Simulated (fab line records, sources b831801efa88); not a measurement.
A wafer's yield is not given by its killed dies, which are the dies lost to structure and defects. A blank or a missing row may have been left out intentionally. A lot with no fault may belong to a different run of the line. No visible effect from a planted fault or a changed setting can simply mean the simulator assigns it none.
Matching of chambers + flow sky130 + 4 sister chambers for SKY_CONTACT_ETCH_17 on rie_diel-01
The step etches SiO2 in C4F8/O2/Ar, stops on Si3N4, target depth 340 nm. 8 wafers are shown with their chamber, then 7 later ones without.

== WAFERS, EACH WITH ITS CHAMBER ==
| wafer  | chamber | oes_product_au (a.u.) |
|--------|---------|-----------------------|
| L814.3 | 2       | 0.898                 |
| L817.5 | 2       | 0.891                 |
| L817.6 | 1       | 0.885                 |
| L829.3 | 1       | 0.889                 |
| L832.1 | 3       | 0.890                 |
| L832.5 | 0       | 0.895                 |
| L833.1 | 3       | 0.894                 |
| L833.2 | 0       | 0.891                 |

== WAFERS WITHOUT THEIR CHAMBER ==
| wafer  | oes_product_au (a.u.) |
|--------|-----------------------|
| L833.6 | 0.889                 |
| L835.1 | 0.888                 |
| L835.4 | 0.898                 |
| L835.6 | 0.892                 |
| L836.1 | 0.891                 |
| L836.3 | 0.891                 |
| L836.6 | 0.896                 |

== WHICH CHAMBER EACH WENT THROUGH ==
| wafer  | from the rows above               | in truth |
|--------|-----------------------------------|----------|
| L833.6 | can't be placed: 1 or 3 or 0 or 2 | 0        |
| L835.1 | can't be placed: 1 or 3 or 0 or 2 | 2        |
| L835.4 | can't be placed: 2 or 0 or 3      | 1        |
| L835.6 | can't be placed: 3 or 0 or 2 or 1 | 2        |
| L836.1 | can't be placed: 3 or 0 or 2 or 1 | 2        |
| L836.3 | can't be placed: 3 or 0 or 2 or 1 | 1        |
| L836.6 | can't be placed: 2 or 0 or 3      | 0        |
Placed correctly: 0 of 7. These rows do not allow placing 7 (true chamber among the candidates in 6). Wrongly placed: 0.
How it was worked out, from the rows above alone: a wafer's distance from a chamber is the root of the sum, over the readings, of the square of ((its reading less the chamber's mean) divided by the reading's scatter). The wafer belongs to the nearest chamber; if the next one is less than 2 further off, it can't be placed. For every chamber, the mean is computed from those of its wafers that are shown. The scatter is the square root of a quotient: the sum, over the shown wafers, of each reading's squared deviation from its chamber's mean, divided by wafers minus chambers.
